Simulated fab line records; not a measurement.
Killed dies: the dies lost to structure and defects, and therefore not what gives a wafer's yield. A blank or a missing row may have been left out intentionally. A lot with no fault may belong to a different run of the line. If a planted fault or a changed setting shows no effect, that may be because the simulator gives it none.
Matching of chambers + flow gf180mcu + 4 sister chambers for GF_POLY_GATE_ETCH_13 on rie_si-02
The step etches poly-Si in HBr/Cl2, stops on SiO2, target depth 198.5 nm, time 69.6 s. 18 wafers are shown with their chamber, then 9 later ones without.

== WAFERS, EACH WITH ITS CHAMBER ==
| wafer  | chamber | drypump_motor_current_A (A) | oes_product_au (a.u.) | throttle_valve_pct (%) |
|--------|---------|-----------------------------|-----------------------|------------------------|
| L978.1 | 3       | 5.76                        | 0.981                 | 33.670                 |
| L978.3 | 1       | 5.75                        | 0.979                 | 33.680                 |
| L978.5 | 1       | 5.76                        | 0.983                 | 33.674                 |
| L981.1 | 0       | 5.99                        | 0.988                 | 33.679                 |
| L981.3 | 2       | 5.61                        | 0.992                 | 33.706                 |
| L981.5 | 0       | 6.01                        | 0.979                 | 33.694                 |
| L982.2 | 2       | 5.62                        | 0.987                 | 33.680                 |
| L982.3 | 3       | 5.72                        | 0.985                 | 33.685                 |
| L982.6 | 2       | 5.62                        | 1.003                 | 33.691                 |
| L984.2 | 3       | 5.76                        | 0.988                 | 33.670                 |
| L984.4 | 2       | 5.59                        | 0.988                 | 33.685                 |
| L984.5 | 0       | 6.03                        | 0.990                 | 33.685                 |
| L994.2 | 0       | 5.99                        | 0.996                 | 33.673                 |
| L994.3 | 2       | 5.62                        | 0.991                 | 33.683                 |
| L994.6 | 1       | 5.78                        | 0.987                 | 33.674                 |
| L996.1 | 2       | 5.58                        | 0.994                 | 33.675                 |
| L996.2 | 1       | 5.78                        | 0.976                 | 33.696                 |
| L996.3 | 3       | 5.74                        | 0.982                 | 33.685                 |

SIGNATURES (averages over the wafers above)
| reading                 | chamber 0 | chamber 1 | chamber 2 | chamber 3 | scatter within a chamber |
|-------------------------|-----------|-----------|-----------|-----------|--------------------------|
| drypump_motor_current_A | 6.0050    | 5.7675    | 5.6067    | 5.7450    | 0.0177                   |
| oes_product_au          | 0.98825   | 0.98125   | 0.99250   | 0.98400   | 0.00543                  |
| throttle_valve_pct      | 33.68275  | 33.68100  | 33.68667  | 33.67750  | 0.00993                  |
Rule: for a wafer and a chamber, the distance is found by dividing, reading by reading, the gap between the wafer's reading and the chamber's mean by the reading's scatter, squaring, summing and taking the root. The wafer belongs to the nearest chamber; if the next one is less than 2 further off, it can't be placed. The scatter is the square root of a quotient: the sum, over the shown wafers, of each reading's squared deviation from its chamber's mean, divided by wafers minus chambers.

== WAFERS WHOSE CHAMBER IS MISSING ==
| wafer  | drypump_motor_current_A (A) | oes_product_au (a.u.) | throttle_valve_pct (%) |
|--------|-----------------------------|-----------------------|------------------------|
| L998.2 | 5.61                        | 0.997                 | 33.691                 |
| L998.4 | 5.77                        | 0.991                 | 33.686                 |
| L998.5 | 5.76                        | 0.988                 | 33.694                 |
| L100.2 | 5.77                        | 0.980                 | 33.680                 |
| L100.3 | 6.02                        | 0.991                 | 33.679                 |
| L100.4 | 5.58                        | 0.989                 | 33.711                 |
| L101.4 | 6.02                        | 0.986                 | 33.671                 |
| L101.5 | 6.01                        | 0.992                 | 33.698                 |
| L101.6 | 5.76                        | 0.999                 | 33.695                 |

== THE CHAMBER EACH PASSED THROUGH ==
| wafer  | from the rows above     | in truth |
|--------|-------------------------|----------|
| L998.2 | 2                       | 2        |
| L998.4 | can't be placed: 1 or 3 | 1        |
| L998.5 | can't be placed: 1 or 3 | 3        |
| L100.2 | can't be placed: 1 or 3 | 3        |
| L100.3 | 0                       | 0        |
| L100.4 | 2                       | 2        |
| L101.4 | 0                       | 0        |
| L101.5 | 0                       | 0        |
| L101.6 | can't be placed: 3 or 1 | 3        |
5 of 9 placed correctly. Cannot be placed on the basis of these rows: 4; the candidates contain the true chamber in 4. 0 placed wrongly.
